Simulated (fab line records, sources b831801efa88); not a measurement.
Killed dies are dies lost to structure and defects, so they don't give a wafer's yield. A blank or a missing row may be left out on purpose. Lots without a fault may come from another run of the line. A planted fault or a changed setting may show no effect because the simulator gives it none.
Which tool did it? | flow gf180mcu | 24 lots, 72 wafers sampled, at 5 steps of a route of 602

WHAT THE GAUGES READ, wafer by wafer
GF_M2_CD_MEAS_14: target cd 280 nm.
lot  | measured     | on        | cd_nm (nm)
L074 | day 19 01:14 | cd_sem-01 | 277.7 279.1 277.7
L075 | day 19 12:17 | cd_sem-01 | 279.5 278.4 279.4
L076 | day 19 21:33 | cd_sem-02 | 279.3 279.6 279.5
L077 | day 20 02:04 | cd_sem-01 | 281.0 280.3 281.3
L078 | day 20 19:32 | cd_sem-02 | 280.1 279.3 279.7
L079 | day 21 01:02 | cd_sem-01 | 279.7 279.5 279.5
L080 | day 21 13:07 | cd_sem-01 | 279.3 279.8 280.2
L081 | day 22 07:03 | cd_sem-02 | 279.3 278.9 280.1
L082 | day 22 09:05 | cd_sem-01 | 280.3 280.7 279.3
L083 | day 22 19:08 | cd_sem-02 | 279.6 279.1 279.8
L084 | day 23 05:01 | cd_sem-01 | 281.4 281.1 279.9
L085 | day 23 11:01 | cd_sem-02 | 279.9 279.1 280.8
L086 | day 23 17:41 | cd_sem-02 | 279.3 279.8 280.5
L087 | day 23 22:53 | cd_sem-02 | 277.0 278.2 277.3
L088 | day 24 10:46 | cd_sem-01 | 279.0 279.3 280.5
L089 | day 24 14:40 | cd_sem-01 | 279.8 279.3 279.2
L090 | day 24 21:52 | cd_sem-01 | 280.6 279.8 280.0
L091 | day 25 04:52 | cd_sem-01 | 280.1 281.5 280.0
L092 | day 25 10:40 | cd_sem-01 | 280.5 279.8 280.7
L093 | day 25 22:22 | cd_sem-02 | 276.8 278.2 278.1
L094 | day 26 06:58 | cd_sem-02 | 279.2 278.7 278.9
L095 | day 26 13:04 | cd_sem-02 | 281.2 280.3 279.9
L096 | day 26 16:52 | cd_sem-01 | 282.5 281.4 281.3
L097 | day 26 22:31 | cd_sem-01 | 276.4 278.6 277.5

GF_V3_THK_MEAS_01.
lot  | measured     | on            | V3_CVD_00_THK (nm)
L074 | day 21 05:23 | film_metro-03 | 608 611 609
L075 | day 21 16:37 | film_metro-04 | 606 609 606
L076 | day 22 01:38 | film_metro-04 | 610 606 607
L077 | day 22 05:04 | film_metro-03 | 599 609 601
L078 | day 22 23:08 | film_metro-01 | 603 597 599
L079 | day 23 03:53 | film_metro-03 | 603 603 605
L080 | day 23 15:34 | film_metro-04 | 595 598 599
L081 | day 24 08:08 | film_metro-03 | 604 598 606
L082 | day 24 11:08 | film_metro-03 | 584 590 593
L083 | day 24 20:10 | film_metro-03 | 599 601 603
L084 | day 25 04:47 | film_metro-01 | 596 597 596
L085 | day 25 10:44 | film_metro-03 | 594 607 599
L086 | day 25 17:55 | film_metro-04 | 609 595 604
L087 | day 25 22:17 | film_metro-01 | 602 603 613
L088 | day 26 08:57 | film_metro-01 | 589 596 597
L089 | day 26 13:35 | film_metro-03 | 604 602 592
L090 | day 26 19:36 | film_metro-04 | 594 593 593
L091 | day 27 03:19 | film_metro-03 | 599 595 603
L092 | day 27 07:21 | film_metro-04 | 605 607 601
L093 | day 27 18:22 | film_metro-01 | 600 603 597
L094 | day 28 02:50 | film_metro-04 | 592 584 599
L095 | day 28 07:53 | film_metro-01 | 605 600 600
L096 | day 28 13:24 | film_metro-04 | 598 597 601
L097 | day 28 17:40 | film_metro-03 | 605 603 604

GF_V3_THK_MEAS_03.
lot  | measured     | on            | V3_CVD_02_THK (nm)
L074 | day 21 05:31 | film_metro-01 | 854 843 866
L075 | day 21 16:44 | film_metro-01 | 822 851 835
L076 | day 22 01:46 | film_metro-03 | 846 839 849
L077 | day 22 05:12 | film_metro-04 | 844 832 856
L078 | day 22 23:16 | film_metro-04 | 851 837 865
L079 | day 23 04:03 | film_metro-04 | 842 843 869
L080 | day 23 15:41 | film_metro-01 | 852 857 865
L081 | day 24 08:16 | film_metro-01 | 848 852 866
L082 | day 24 11:16 | film_metro-01 | 838 840 850
L083 | day 24 20:18 | film_metro-04 | 848 858 867
L084 | day 25 04:55 | film_metro-03 | 841 844 860
L085 | day 25 10:52 | film_metro-01 | 847 851 858
L086 | day 25 18:03 | film_metro-03 | 830 817 847
L087 | day 25 22:25 | film_metro-04 | 832 855 842
L088 | day 26 09:07 | film_metro-04 | 830 838 859
L089 | day 26 13:43 | film_metro-01 | 831 852 856
L090 | day 26 19:46 | film_metro-01 | 861 859 865
L091 | day 27 03:28 | film_metro-03 | 840 853 851
L092 | day 27 07:31 | film_metro-01 | 850 852 843
L093 | day 27 18:29 | film_metro-04 | 837 849 862
L094 | day 28 02:58 | film_metro-03 | 845 829 853
L095 | day 28 08:01 | film_metro-03 | 844 831 856
L096 | day 28 13:32 | film_metro-04 | 848 860 857
L097 | day 28 17:47 | film_metro-01 | 847 842 859

GF_V3_BOW_MEAS_05.
lot  | measured     | on            | V3_BOW (um)
L074 | day 21 05:52 | film_metro-01 | 112 110 101
L075 | day 21 17:06 | film_metro-04 | 119 118 113
L076 | day 22 02:08 | film_metro-04 | 122 120 122
L077 | day 22 05:34 | film_metro-03 | 124 117 110
L078 | day 22 23:37 | film_metro-01 | 119 111 118
L079 | day 23 04:25 | film_metro-03 | 114 117 121
L080 | day 23 16:02 | film_metro-04 | 104 122 118
L081 | day 24 08:38 | film_metro-04 | 114 126 118
L082 | day 24 11:39 | film_metro-03 | 106 92 103
L083 | day 24 20:40 | film_metro-03 | 127 135 119
L084 | day 25 05:17 | film_metro-04 | 113 113 114
L085 | day 25 11:15 | film_metro-03 | 112 124 120
L086 | day 25 18:25 | film_metro-04 | 122 105 112
L087 | day 25 22:46 | film_metro-01 | 125 114 127
L088 | day 26 09:29 | film_metro-01 | 119 117 105
L089 | day 26 14:04 | film_metro-01 | 117 122 121
L090 | day 26 20:09 | film_metro-03 | 124 126 132
L091 | day 27 03:59 | film_metro-03 | 121 128 137
L092 | day 27 07:54 | film_metro-03 | 133 127 131
L093 | day 27 18:51 | film_metro-03 | 111 103 97
L094 | day 28 03:19 | film_metro-04 | 117 109 106
L095 | day 28 12:19 | film_metro-03 | 123 121 115
L096 | day 28 15:02 | film_metro-01 | 122 105 118
L097 | day 28 18:31 | film_metro-04 | 115 121 129

WHICH TOOL RAN EACH LOT (tool, then ch and the chambers of the sampled wafers, then the start)
lot  | GF_V1_ETCH_16
L074 | rie_diel-01 ch 0,2, day 17 23:47
L075 | rie_diel-04 ch 0,1, day 18 10:32
L076 | rie_diel-01 ch 0,2,3, day 18 19:44
L077 | rie_diel-02 ch 0,1,3, day 19 00:14
L078 | rie_diel-04 ch 1,2,3, day 19 17:32
L079 | rie_diel-02 ch 2,3, day 19 23:47
L080 | rie_diel-02 ch 0,1,2, day 20 11:44
L081 | rie_diel-02 ch 0,2,3, day 21 05:41
L082 | rie_diel-02 ch 0,1, day 21 07:38
L083 | rie_diel-01 ch 1,3, day 21 17:53
L084 | rie_diel-02 ch 1,2,3, day 22 04:17
L085 | rie_diel-02 ch 0,1,3, day 22 11:02
L086 | rie_diel-04 ch 0,1,3, day 22 17:08
L087 | rie_diel-04 ch 1,3, day 22 23:26
L088 | rie_diel-02 ch 0,1, day 23 10:47
L089 | rie_diel-04 ch 1,2, day 23 15:32
L090 | rie_diel-02 ch 1,2, day 23 23:10
L091 | rie_diel-04 ch 1,2, day 24 05:29
L092 | rie_diel-02 ch 0,2, day 24 11:56
L093 | rie_diel-04 ch 0,1, day 24 23:38
L094 | rie_diel-01 ch 0,1,3, day 25 08:38
L095 | rie_diel-01 ch 0,1, day 25 13:56
L096 | rie_diel-02 ch 1,3, day 25 18:32
L097 | rie_diel-01 ch 0,1,2, day 26 00:29
- GF_V1_ETCH_16: etches BARC in N2/H2.

WHAT THE TOOLS THEMSELVES READ (means of the sampled wafers that have a number; where no wafer has one, the mark that the record gives instead)
GF_V1_ETCH_16.
lot  | tool        | drypump_motor_current_A (A) | oes_product_au (a.u.) | throttle_valve_pct (%)
L074 | rie_diel-01 | 5.9                         | 0.854                 | 13.226
L075 | rie_diel-04 | 6.1                         | 0.853                 | 13.222
L076 | rie_diel-01 | 6.0                         | 0.861                 | 13.217
L077 | rie_diel-02 | 6.0                         | 0.862                 | 13.227
L078 | rie_diel-04 | 5.8                         | 0.855                 | 13.214
L079 | rie_diel-02 | 6.4                         | 0.852                 | 13.218
L080 | rie_diel-02 | 5.9                         | 0.856                 | 13.217
L081 | rie_diel-02 | 6.3                         | 0.857                 | 13.226
L082 | rie_diel-02 | 5.7                         | 0.855                 | 13.232
L083 | rie_diel-01 | 6.0                         | 0.855                 | 13.229
L084 | rie_diel-02 | 6.2                         | 0.853                 | 13.225
L085 | rie_diel-02 | 6.1                         | 0.854                 | 13.233
L086 | rie_diel-04 | 6.1                         | 0.855                 | 13.234
L087 | rie_diel-04 | 5.9                         | 0.852                 | 13.223
L088 | rie_diel-02 | 5.7                         | 0.854                 | 13.233
L089 | rie_diel-04 | 5.8                         | 0.859                 | 13.220
L090 | rie_diel-02 | 5.9                         | 0.855                 | 13.236
L091 | rie_diel-04 | 5.6                         | 0.855                 | 13.232
L092 | rie_diel-02 | 5.9                         | 0.855                 | 13.236
L093 | rie_diel-04 | 6.2                         | 0.848                 | 13.224
L094 | rie_diel-01 | 6.0                         | 0.855                 | 13.224
L095 | rie_diel-01 | 5.9                         | 0.856                 | 13.224
L096 | rie_diel-02 | 6.1                         | 0.857                 | 13.227
L097 | rie_diel-01 | 5.8                         | 0.859                 | 13.231

THE ANSWER, worked out from the rows above alone
Rule: what is usual is taken from the lots themselves. Put in order of their means at a reading, lots are off if they are a third of the lots or fewer, leave a main group of 4 or more, and stand apart from it by a gap of 3 or more times the standard deviation of the main group's means; of several such gaps the widest counts. A main group whose means are all the same, to the digits that the tables above print for the reading, isn't used. A lot without any number at a reading at which 4 lots or more have one is off too. The other lots that the step has rows for count as sound. The gauges are gone through in route order, then the tools' own readings, and for those a lot's mean is taken as printed above. The first step at which some lot is off is used, and at that step the reading that is off furthest; a lot without a number counts as furthest.
No lot is off at any reading shown: from this, nothing can be told.

WHAT THE SIMULATOR HAD PUT IN
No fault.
